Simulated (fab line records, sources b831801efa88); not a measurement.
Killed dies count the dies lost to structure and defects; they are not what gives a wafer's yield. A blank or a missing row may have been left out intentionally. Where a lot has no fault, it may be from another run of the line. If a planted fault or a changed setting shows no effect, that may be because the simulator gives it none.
Commonality check across tools -- flow sky130 -- Sample size 13 lots and 39 wafers

WHY THIS WAS OPENED
1 of 13 lots carry a flag on the reading DNWELL_TW at SKY_DNWELL_TW_MEAS_09. No-fault wafers: 1113, standard deviation 13.
Rule: a lot is flagged in two cases, either no wafer of it has a number, or all its wafers with numbers fall more than 4 standard deviations from that mean. As for the other lots, they are considered sound.

lot,measured,on,"DNWELL_TW, wafer by wafer",flag
L218,day 3 14:13,filmMetro-01,1100 1100 1104,
L219,day 3 22:14,filmMetro-01,1099 1104 1102,
L221,day 4 08:25,filmMetro-02,1124 1126 1129,
L222,day 4 09:52,filmMetro-04,1123 1125 1125,
L226,day 5 13:44,filmMetro-01,1109 1105 1105,
L227,day 5 20:40,filmMetro-01,30 30 30,FLAGGED
L230,day 6 08:47,filmMetro-02,1133 1127 1128,
L231,day 6 12:26,filmMetro-04,1124 1133 1131,
L234,day 7 06:18,filmMetro-01,1101 1099 1106,
L236,day 7 15:44,filmMetro-01,1104 1099 1099,
L237,day 7 18:52,filmMetro-01,1100 1105 1096,
L238,day 8 04:10,filmMetro-01,1119 1119 1119,
L239,day 8 08:34,filmMetro-01,1126 1121 1110,
The numbers of the flagged lots are 30 on average: -1083 against the usual, or -83 standard deviations.

WHICH TOOL EACH LOT WENT THROUGH
Before the reading, the record contains 2 process steps out of a 708-step route. In each cell: the tool, then ch and the chambers that the sampled wafers went through, then the start.
lot,flag,SKY_FIELD_ISO_ETCH_14,SKY_DNWELL_EXPOSE_04
L218,,"rieDiel-04 ch 1,2, day 2 15:35","ilineStepper-01 ch 0, day 3 06:30"
L219,,"rieDiel-04 ch 0,1,3, day 2 21:23","ilineStepper-01 ch 0, day 3 14:07"
L221,,"rieDiel-02 ch 0,2,3, day 3 09:20","ilineStepper-01 ch 0, day 4 00:31"
L222,,"rieDiel-03 ch 0,1, day 3 11:05","ilineStepper-02 ch 0, day 4 01:35"
L226,,"rieDiel-02 ch 0,1, day 4 09:02","ilineStepper-02 ch 0, day 5 04:40"
L227,FLAGGED,"rieDiel-03 ch 0,2,3, day 4 14:37","ilineStepper-01 ch 0, day 5 12:01"
L230,,"rieDiel-04 ch 2,3, day 5 07:05","ilineStepper-02 ch 0, day 5 23:11"
L231,,"rieDiel-02 ch 1,3, day 5 10:20","ilineStepper-01 ch 0, day 6 03:36"
L234,,"rieDiel-04 ch 0,1,3, day 6 01:59","ilineStepper-01 ch 0, day 6 19:40"
L236,,"rieDiel-04 ch 0,1,3, day 6 13:20","ilineStepper-01 ch 0, day 7 06:35"
L237,,"rieDiel-02 ch 0,1,2, day 6 16:40","ilineStepper-01 ch 0, day 7 09:32"
L238,,"rieDiel-03 ch 0,1,3, day 7 00:01","ilineStepper-01 ch 0, day 7 17:05"
L239,,"rieDiel-04 ch 0,1,3, day 7 04:04","ilineStepper-02 ch 0, day 7 21:41"
What is done by these steps:
- SKY_FIELD_ISO_ETCH_14: etches BARC in N2/H2, stops on SiO2, time 45.9 s, target depth 60 nm.
- SKY_DNWELL_EXPOSE_04: exposes mask DNM, target cd 3000 nm.
- SKY_DNWELL_TW_MEAS_09

FLAGGED AGAINST TOTAL, ONE TOOL AT A TIME (gauges that did the reading follow at the end)
step,tool,lots run,flagged,share of the flagged lots,sound lots run after its first flagged lot
SKY_FIELD_ISO_ETCH_14,rieDiel-02,4,0,none,-
SKY_FIELD_ISO_ETCH_14,rieDiel-03,3,1,all,1 (L238)
SKY_FIELD_ISO_ETCH_14,rieDiel-04,6,0,none,-
SKY_DNWELL_EXPOSE_04,ilineStepper-01,9,1,all,"5 (L231,L234,L236,L237,L238)"
SKY_DNWELL_EXPOSE_04,ilineStepper-02,4,0,none,-
SKY_DNWELL_TW_MEAS_09,filmMetro-01,9,1,all,"5 (L234,L236,L237,L238,L239)"
SKY_DNWELL_TW_MEAS_09,filmMetro-02,2,0,none,-
SKY_DNWELL_TW_MEAS_09,filmMetro-04,2,0,none,-

WHAT THE TABLE PERMITS
3 rows of the table ran every flagged lot: rieDiel-03 at SKY_FIELD_ISO_ETCH_14, ilineStepper-01 at SKY_DNWELL_EXPOSE_04, filmMetro-01 at SKY_DNWELL_TW_MEAS_09.
- rieDiel-03 at SKY_FIELD_ISO_ETCH_14: 1 of its 3 lots flagged. Sound lots followed the first flagged one (L238) on it, something a lasting fault affecting the whole tool could not allow.
- ilineStepper-01 at SKY_DNWELL_EXPOSE_04: 1 of its 9 lots flagged. Sound lots followed the first flagged one (L231, L234, L236, L237, L238) on it, something a lasting fault affecting the whole tool could not allow.
- filmMetro-01 at SKY_DNWELL_TW_MEAS_09: 1 of its 9 lots flagged. Sound lots followed the first flagged one (L234, L236, L237, L238, L239) on it, something a lasting fault affecting the whole tool could not allow.
Every row of the table either missed a flagged lot or ran a sound lot after the first.

WHAT THE SIMULATOR HAD INSERTED
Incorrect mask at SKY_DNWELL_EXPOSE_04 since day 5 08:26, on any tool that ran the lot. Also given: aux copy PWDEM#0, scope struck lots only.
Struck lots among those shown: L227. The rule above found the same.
